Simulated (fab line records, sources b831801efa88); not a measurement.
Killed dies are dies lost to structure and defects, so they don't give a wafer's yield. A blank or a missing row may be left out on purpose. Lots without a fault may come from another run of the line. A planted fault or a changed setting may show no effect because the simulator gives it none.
fab line records | flow sky130
record lots=5 wafers=15 last_day=50
route steps=708 shown LDD_LDN@289 SPACER@304 POLY_CUT@307
lots that met no fault: from a run of the same line without faults
start_h: hours from the record's first day to the start of the lot's first wafer shown | wait_h: hours since the lot's step before | " the same as in the row above | L1.1+2: a row that stands for several wafers | - no value, or no start given | * or withheld: withheld | < > ~ a bound
route shown NAME@n: a module of which the file shows steps, and the number in the route of the first | usual: mean/standard deviation of fault-free wafers | same: alike in all rows | chamber/n: place in a boat | sites: the reading at each site | _std_site: their standard deviation | _edge_site: outer sites' mean less inner sites' | radius_mm: how far each site lies from the wafer's centre | mask NAME#n: copy n | behind: the tool/chamber that last shaped the wafer | hold: why the lot was held/for how many hours/how that ended | device: the transistor (n, p or np) that didn't switch | end of line: the same wafers' tests at the end of the route | a step without rows: its recipe alone | killed: dies lost to structure and defects at the first sort, not the wafer's yield | map: a wafer's dies, x killed, . not, _ none there
set.NAME: the setting as run; set.NAME@STEP: as run at that earlier step | model.NAME: the simulator's own value behind a step, which no gauge read
lots at some steps of the route; a table a step, a row a wafer
services: from which hour (start_h, from the record's first day; less than 0 if before it) a tool's chamber was out of use, for how many hours, and why
## steps
# step SKY_LDD_LDN_DEHYDRATE_00
# recipe temp_c=200 time_s=60
# columns lot.wafer tool chamber start_h wait_h
L077.1+3+5 litho_track-02 0 535.34 13.6
L079.2+5+6 litho_track-04 0 553.40 15.0
L082.1+2+5 litho_track-01 0 576.38 14.2
L091.1+3+4 litho_track-04 0 660.82 13.8
L094.1+2+3 litho_track-04 0 690.87 13.0
# step SKY_LDD_LDN_HMDS_01
# recipe prime_time_s=60 prime_temp_c=120
# columns lot.wafer tool chamber start_h wait_h
L077.1+3+5 litho_track-02 0 535.49 0.1
L079.2+5+6 litho_track-04 0 553.55 0.1
L082.1+2+5 litho_track-01 0 576.53 0.1
L091.1+3+4 litho_track-04 0 660.97 0.1
L094.1+2+3 litho_track-04 0 691.02 0.1
# step SKY_LDD_LDN_COAT_02
# recipe resist=NOVOLAK spin_rpm=3000 resist_thk_nm=1140
# columns lot.wafer tool chamber start_h wait_h
L077.1+3+5 litho_track-02 0 535.64 0.1
L079.2+5+6 litho_track-04 0 553.70 0.1
L082.1+2+5 litho_track-01 0 576.68 0.1
L091.1+3+4 litho_track-04 0 661.12 0.1
L094.1+2+3 litho_track-04 0 691.17 0.1
# step SKY_LDD_LDN_SOFTBAKE_03
# recipe temp_c=90 time_s=60 resist=NOVOLAK
# columns lot.wafer tool chamber start_h wait_h
L077.1+3+5 litho_track-02 0 535.79 0.1
L079.2+5+6 litho_track-04 0 553.85 0.1
L082.1+2+5 litho_track-01 0 576.83 0.1
L091.1+3+4 litho_track-04 0 661.27 0.1
L094.1+2+3 litho_track-04 0 691.32 0.1
# step SKY_LDD_LDN_EXPOSE_04
# recipe mask_id=LDNTM na=0.6 source_shape=conventional sigma_outer=0.6 polarization=unpolarized target_cd_nm=700 dose_mj=140
# columns lot.wafer tool chamber start_h wait_h mask
L077.1+3+5 iline_stepper-01 0 - - LDNTM#0
L079.2+5+6 iline_stepper-02 0 - - LDNTM#0
L082.1+2+5 iline_stepper-01 0 - - LDNTM#0
L091.1+3+4 iline_stepper-01 0 - - LDNTM#0
L094.1+2+3 iline_stepper-01 0 - - LDNTM#0
# step SKY_LDD_LDN_PEB_05
# recipe temp_c=withheld time_s=* resist=NOVOLAK
# columns lot.wafer tool chamber start_h wait_h
L077.1+3+5 litho_track-04 0 - -
L079.2+5+6 litho_track-01 0 - -
L082.1+2+5 litho_track-04 0 - -
L091.1+3+4 litho_track-01 0 - -
L094.1+2+3 litho_track-02 0 - -
# step SKY_LDD_LDN_DEVELOP_06
# recipe resist=NOVOLAK developer=TMAH develop_time_s=60 dev_temp_c=23
# columns lot.wafer tool chamber start_h wait_h
L077.1+3+5 litho_track-04 0 551.32 0.1
L079.2+5+6 litho_track-01 0 567.96 0.1
L082.1+2+5 litho_track-04 0 591.72 0.1
L091.1+3+4 litho_track-01 0 675.83 0.1
L094.1+2+3 litho_track-02 0 705.34 0.1
# step SKY_LDD_LDN_OVL_MEAS_07
# usual LDD_LDN_OVL=-0.6/1.4
# columns lot.wafer tool chamber start_h wait_h LDD_LDN_OVL[nm]
L077.1 overlay-02 - 551.47 0.1 -1.7
L077.3 " - " " -2.5
L077.5 " - " " -2.7
L079.2 overlay-02 - 568.09 0.1 -1.3
L079.5 " - " " 0.1
L079.6 " - " " -0.6
L082.1 overlay-01 - 591.87 0.1 0.2
L082.2 " - " " -0.8
L082.5 " - " " 1.5
L091.1 overlay-01 - 675.98 0.1 -2.3
L091.3 " - " " 0.3
L091.4 " - " " -2.0
L094.1 overlay-02 - 705.49 0.1 -0.6
L094.2 " - " " -1.5
L094.3 " - " " -1.1
# step SKY_LDD_LDN_IMPLANT_08
# recipe species=As energy_kev=15 dose_cm2=1.25e+13 tilt_deg=withheld rotation_deg=23
# usual dose_ions_cm2=1.2502e+13/1.4e+10
# columns lot.wafer tool chamber start_h wait_h dose_ions_cm2
L077.1 implanter-03 0 551.57 0.1 1.2516e+13
L077.3 " 0 " " 1.2492e+13
L077.5 " 0 " " 1.2501e+13
L079.2 implanter-03 0 568.14 0.0 1.2523e+13
L079.5 " 0 " " 1.2499e+13
L079.6 " 0 " " 1.251e+13
L082.1 implanter-03 0 591.91 0.0 1.2478e+13
L082.2 " 0 " " 1.2489e+13
L082.5 " 0 " " 1.2492e+13
L091.1 implanter-04 0 676.02 0.0 1.2508e+13
L091.3 " 0 " " 1.2508e+13
L091.4 " 0 " " 1.2497e+13
L094.1 implanter-04 0 705.53 0.0 1.2506e+13
L094.2 " 0 " " 1.2492e+13
L094.3 " 0 " " 1.2508e+13
# step SKY_LDD_LDN_IMPLANT_09
# recipe species=As energy_kev=15 dose_cm2=1.25e+13 tilt_deg=withheld rotation_deg=113
# usual dose_ions_cm2=1.25e+13/1.2e+10
# columns lot.wafer tool chamber start_h wait_h dose_ions_cm2
L077.1 implanter-03 0 551.72 0.1 1.2498e+13
L077.3 " 0 " " 1.2482e+13
L077.5 " 0 " " 1.2501e+13
L079.2 implanter-03 0 568.29 0.1 1.2491e+13
L079.5 " 0 " " 1.2507e+13
L079.6 " 0 " " 1.2507e+13
L082.1 implanter-03 0 592.06 0.1 1.2504e+13
L082.2 " 0 " " 1.249e+13
L082.5 " 0 " " 1.2505e+13
L091.1 implanter-04 0 676.17 0.1 1.2528e+13
L091.3 " 0 " " 1.2497e+13
L091.4 " 0 " " 1.2521e+13
L094.1 implanter-04 0 705.68 0.1 1.2493e+13
L094.2 " 0 " " 1.2497e+13
L094.3 " 0 " " 1.248e+13
# step SKY_LDD_LDN_IMPLANT_10
# recipe species=As energy_kev=15 dose_cm2=1.25e+13 tilt_deg=withheld rotation_deg=203
# usual dose_ions_cm2=1.2501e+13/1.3e+10
# columns lot.wafer tool chamber start_h wait_h dose_ions_cm2
L077.1 implanter-03 0 551.87 0.1 1.251e+13
L077.3 " 0 " " 1.25e+13
L077.5 " 0 " " 1.2488e+13
L079.2 implanter-03 0 568.44 0.1 1.2491e+13
L079.5 " 0 " " 1.2491e+13
L079.6 " 0 " " 1.2496e+13
L082.1 implanter-03 0 592.21 0.1 1.2512e+13
L082.2 " 0 " " 1.2534e+13
L082.5 " 0 " " 1.2515e+13
L091.1 implanter-04 0 676.32 0.1 1.2514e+13
L091.3 " 0 " " 1.2525e+13
L091.4 " 0 " " 1.2506e+13
L094.1 implanter-04 0 705.83 0.1 1.2499e+13
L094.2 " 0 " " 1.2508e+13
L094.3 " 0 " " 1.2496e+13
# step SKY_LDD_LDN_IMPLANT_11
# recipe species=As energy_kev=15 dose_cm2=1.25e+13 tilt_deg=withheld rotation_deg=293
# usual dose_ions_cm2=1.2503e+13/1.4e+10
# columns lot.wafer tool chamber start_h wait_h dose_ions_cm2
L077.1 implanter-03 0 552.02 0.1 1.2495e+13
L077.3 " 0 " " 1.2504e+13
L077.5 " 0 " " 1.2515e+13
L079.2 implanter-03 0 568.59 0.1 1.2493e+13
L079.5 " 0 " " 1.2496e+13
L079.6 " 0 " " 1.252e+13
L082.1 implanter-03 0 592.36 0.1 1.2495e+13
L082.2 " 0 " " 1.2521e+13
L082.5 " 0 " " 1.2512e+13
L091.1 implanter-04 0 676.47 0.1 1.2505e+13
L091.3 " 0 " " 1.251e+13
L091.4 " 0 " " 1.2503e+13
L094.1 implanter-04 0 705.98 0.1 1.2499e+13
L094.2 " 0 " " 1.2526e+13
L094.3 " 0 " " 1.2514e+13
# step SKY_LDD_LDN_STRIP_12
# recipe chemistry=O2/N2 power_w=1400 pressure_mtorr=1500 platen_temp_c=withheld o2_flow_sccm=3000 n2_flow_sccm=300 overash_fraction=0.5
# usual drypump_motor_current_A=6.07/0.25 oes_product_au=0.715/0.004 strip_time_to_endpoint_s=14.20/0.037
# columns lot.wafer tool chamber start_h wait_h drypump_motor_current_A oes_product_au rf_hours_counter_h strip_time_to_endpoint_s
L077.1 plasma_asher-01 0 552.17 0.1 5.60 0.718 84 14.13
L077.3 " 1 " " 6.00 0.722 - 14.14
L077.5 " 0 " " 5.59 0.712 - 14.18
L079.2 plasma_asher-03 1 568.72 0.1 6.00 0.711 74 14.17
L079.5 " 0 " " 6.42 0.715 - 14.15
L079.6 " 1 " " 6.01 0.714 - 14.19
L082.1 plasma_asher-03 1 592.51 0.1 6.01 0.717 76 14.22
L082.2 " 0 " " 6.43 0.715 76 14.21
L082.5 " 0 " " 6.41 0.722 - 14.21
L091.1 plasma_asher-03 1 676.62 0.1 6.04 0.717 85 14.19
L091.3 " 0 " " 6.46 0.711 - 14.21
L091.4 " 1 " " 6.01 0.711 - 14.19
L094.1 plasma_asher-04 1 706.13 0.1 5.97 0.713 27 14.20
L094.2 " 0 " " 6.20 0.712 27 14.25
L094.3 " 1 " " 5.98 0.716 - 14.20
# step SKY_LDD_LDN_TW_MEAS_13
# usual LDD_LDN_TW=1484/11
# columns lot.wafer tool chamber start_h wait_h LDD_LDN_TW
L077.1 film_metro-03 - 552.27 0.1 1480
L077.3 " - " " 1476
L077.5 " - " " 1470
L079.2 film_metro-03 - 568.83 0.1 1473
L079.5 " - " " 1479
L079.6 " - " " 1473
L082.1 film_metro-01 - 592.61 0.1 1497
L082.2 " - " " 1493
L082.5 " - " " 1509
L091.1 film_metro-04 - 676.72 0.1 1487
L091.3 " - " " 1489
L091.4 " - " " 1485
L094.1 film_metro-04 - 706.23 0.1 1480
L094.2 " - " " 1487
L094.3 " - " " 1483
# step SKY_LDD_LDN_CLEAN_14
# recipe chemistry=SC1/SC2 mix=1:4:20 temp_c=70 time_s=150 dry=n2_spin
# columns lot.wafer tool chamber start_h wait_h
L077.1+3+5 wet_bench-02 1 552.33 0.1
L079.2+5+6 wet_bench-02 3 568.88 0.0
L082.1+2+5 wet_bench-02 1 592.67 0.1
L091.1+3+4 wet_bench-02 0 676.78 0.1
L094.1+2+3 wet_bench-02 3 706.29 0.1
# step SKY_SPACER_CVD_00
# recipe material=Si3N4 precursor=DCS/NH3 target_thk_nm=43.1 temp_c=770 time_s=740 pressure_mtorr=250
# columns lot.wafer tool chamber start_h wait_h
L077.1+3+5 lpcvd-02 1 552.38 0.0
L079.2+5+6 lpcvd-02 1 569.70 0.8
L082.1+2+5 lpcvd-02 1 592.72 0.0
L091.1+3+4 lpcvd-02 0 677.16 0.3
L094.1+2+3 lpcvd-02 0 706.34 0.0
# step SKY_SPACER_THK_MEAS_01
# recipe reads=Si3N4_of_SPACER_CVD_00
# usual SPACER_CVD_00_THK=43.2/0.36
# columns lot.wafer tool chamber start_h wait_h SPACER_CVD_00_THK[nm]
L077.1 film_metro-04 - 553.58 0.0 43.4
L077.3 " - " " 43.6
L077.5 " - " " 43.7
L079.2 film_metro-04 - 570.92 0.0 44.5
L079.5 " - " " 43.7
L079.6 " - " " 43.7
L082.1 film_metro-04 - 593.92 0.0 43.2
L082.2 " - " " 43.2
L082.5 " - " " 43.3
L091.1 film_metro-02 - 678.39 0.0 43.0
L091.3 " - " " 43.4
L091.4 " - " " 43.5
L094.1 film_metro-01 - 707.55 0.0 42.8
L094.2 " - " " 42.9
L094.3 " - " " 42.8
# step SKY_SPACER_ETCHBACK_02
# recipe chemistry=CH3F/O2 target=Si3N4 stop_on=SiO2 source_w=400 bias_w=80 pressure_mtorr=25 ch3f_flow_sccm=40 O2_flow_sccm=30 time_s=46.7 target_depth_a=450
# usual drypump_motor_current_A=5.7/0.33 oes_product_au=0.856/0.0062 rf_fwd_power_W=396.6/1.6 throttle_valve_pct=10.562/0.009
# columns lot.wafer tool chamber start_h wait_h drypump_motor_current_A oes_product_au rf_fwd_power_W rf_hours_counter_h throttle_valve_pct
L077.1 rie_diel-02 1 553.64 0.1 5.9 0.852 396.8 6 10.560
L077.3 " 0 " " 6.3 0.869 398.7 38 10.580
L077.5 " 1 " " 5.9 0.861 396.0 - 10.557
L079.2 rie_diel-01 3 570.97 0.0 6.2 0.867 395.6 44 10.557
L079.5 " 1 " " 5.8 0.861 397.6 - 10.566
L079.6 " 2 " " 5.1 0.864 393.5 - 10.562
L082.1 rie_diel-01 2 593.98 0.1 5.2 0.848 393.3 15 10.559
L082.2 " 1 " " 5.8 0.852 396.9 0 10.557
L082.5 " 3 " " 6.2 0.855 397.2 - 10.559
L091.1 rie_diel-01 0 678.45 0.1 5.4 0.863 397.4 52 10.575
L091.3 " 2 " " 5.2 0.856 395.9 17 10.575
L091.4 " 3 " " 6.2 0.871 397.1 46 10.563
L094.1 rie_diel-04 2 707.61 0.1 5.4 0.843 398.6 4 10.566
L094.2 " 1 " " 5.7 0.852 395.5 15 10.566
L094.3 " 0 " " 6.2 0.849 394.3 3 10.574
# step SKY_POLY_CUT_DEHYDRATE_00
# recipe temp_c=200 time_s=60
# columns lot.wafer tool chamber start_h wait_h
L077.1+3+5 litho_track-03 0 567.48 13.8
L079.2+5+6 litho_track-03 0 585.76 14.8
L082.1+2+5 litho_track-04 0 607.82 13.8
L091.1+3+4 litho_track-01 0 692.08 13.6
L094.1+2+3 litho_track-03 0 720.53 12.9
# step SKY_POLY_CUT_HMDS_01
# recipe prime_time_s=60 prime_temp_c=120
# columns lot.wafer tool chamber start_h wait_h
L077.1+3+5 litho_track-03 0 567.63 0.1
L079.2+5+6 litho_track-03 0 585.91 0.1
L082.1+2+5 litho_track-04 0 607.97 0.1
L091.1+3+4 litho_track-01 0 692.23 0.1
L094.1+2+3 litho_track-03 0 720.68 0.1
# step SKY_POLY_CUT_COAT_02
# recipe resist=BARC temp_c=withheld time_s=withheld spin_rpm=3000 resist_thk_nm=59.66
# columns lot.wafer tool chamber start_h wait_h
L077.1+3+5 litho_track-03 0 567.78 0.1
L079.2+5+6 litho_track-03 0 586.06 0.1
L082.1+2+5 litho_track-04 0 608.12 0.1
L091.1+3+4 litho_track-01 0 692.38 0.1
L094.1+2+3 litho_track-03 0 720.83 0.1
# step SKY_POLY_CUT_COAT_03
# recipe resist=KrF-thick spin_rpm=3000 resist_thk_nm=450
# columns lot.wafer tool chamber start_h wait_h
L077.1+3+5 litho_track-03 0 - -
L079.2+5+6 litho_track-03 0 - -
L082.1+2+5 litho_track-04 0 - -
L091.1+3+4 litho_track-01 0 - -
L094.1+2+3 litho_track-03 0 - -
## services
# columns tool chamber start_h hours kind
rie_diel-02 0 515.21 16.1 repair
litho_track-03 - 516.48 - consumable_replace:filter
rie_diel-02 1 522.89 9.4 repair
rie_diel-01 2 525.63 9.8 repair
iline_stepper-02 - 527.47 8.9 pm
rie_diel-02 3 547.40 12.8 repair
iline_stepper-02 - 559.58 2.6 repair
rie_diel-01 0 571.26 19.7 repair
rie_diel-04 3 582.38 11.1 repair
plasma_asher-03 - 585.81 2.8 pm
implanter-04 - 591.83 3.2 pm
iline_stepper-02 - 595.71 2.4 repair
implanter-03 - 613.24 1.7 repair
implanter-03 - 613.55 2.7 repair
iline_stepper-02 - 627.00 4.4 pm
rie_diel-02 1 631.04 6.1 repair
rie_diel-02 - 634.78 1.0 repair
implanter-03 - 649.15 2.9 repair
rie_diel-02 1 658.65 12.2 repair
rie_diel-02 3 680.28 5.5 repair
implanter-03 - 693.03 2.6 pm
rie_diel-02 1 701.41 13.0 repair
rie_diel-02 - 710.57 0.6 repair
rie_diel-04 0 712.86 12.1 repair
## key
fault none
